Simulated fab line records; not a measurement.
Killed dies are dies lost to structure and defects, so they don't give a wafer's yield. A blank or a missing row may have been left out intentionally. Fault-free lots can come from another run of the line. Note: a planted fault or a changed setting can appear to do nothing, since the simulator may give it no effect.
Which tool is to blame?	flow sky130	6 lots with 18 wafers sampled at 4 steps, on a route of 708 steps

== WHAT THE GAUGES SHOWED, per wafer ==
SKY_LDD_P_TW_MEAS_11.
lot	measured	on	LDD_P_TW
L687	day 21 18:01	filmMetro-04	645 641 642
L689	day 22 03:46	filmMetro-04	647 642 647
L693	day 23 10:18	filmMetro-01	625 627 624
L698	day 24 18:11	filmMetro-04	643 644 643
L703	day 27 01:10	filmMetro-01	622 623 625
L704	day 27 05:10	filmMetro-01	621 627 624

== WHICH TOOL RAN EACH LOT (tool, then ch and the chambers of the sampled wafers, then the start) ==
lot	SKY_LDD_N_COAT_02	SKY_LDD_N_STRIP_16	SKY_LDD_P_STRIP_10
L687	lithoTrack-04 ch 0, day 19 18:19	plasmaAsher-01 ch 0,1, day 20 10:46	plasmaAsher-01 ch 0,1, day 21 17:54
L689	lithoTrack-04 ch 0, day 20 05:04	plasmaAsher-04 ch 0, day 20 20:29	plasmaAsher-01 ch 0,1, day 22 03:40
L693	lithoTrack-02 ch 0, day 21 11:37	plasmaAsher-04 ch 0,1, day 22 03:47	plasmaAsher-03 ch 0,1, day 23 10:12
L698	lithoTrack-01 ch 0, day 22 21:17	plasmaAsher-04 ch 0,1, day 23 12:30	plasmaAsher-01 ch 0,1, day 24 18:05
L703	lithoTrack-04 ch 0, day 25 02:58	plasmaAsher-03 ch 0,1, day 25 18:41	plasmaAsher-02 ch 0,1, day 27 01:04
L704	lithoTrack-01 ch 0, day 25 08:31	plasmaAsher-03 ch 0,1, day 25 23:31	plasmaAsher-02 ch 1, day 27 05:03
- SKY_LDD_N_COAT_02: resist thk 300 nm.
- SKY_LDD_N_STRIP_16: strips in O2/N2.
- SKY_LDD_P_STRIP_10: strips in O2/N2.

== THE ANSWER, worked out from the rows above alone ==
Rule: usual is defined by the lots themselves. Put in order of their means at a reading, lots are off if they are a third of the lots or fewer, leave a main group of 4 or more, and stand apart from it by a gap of 3 or more times the standard deviation of the main group's means; of several such gaps the widest counts. Not used: any main group whose means are identical at the precision the tables above print for the reading. A lot without any number at a reading at which 4 lots or more have one is off too. The other lots that the step has rows for count as sound.
None of the lots is off at any reading shown; this tells nothing.

== WHAT THE SIMULATOR HAD PUT IN ==
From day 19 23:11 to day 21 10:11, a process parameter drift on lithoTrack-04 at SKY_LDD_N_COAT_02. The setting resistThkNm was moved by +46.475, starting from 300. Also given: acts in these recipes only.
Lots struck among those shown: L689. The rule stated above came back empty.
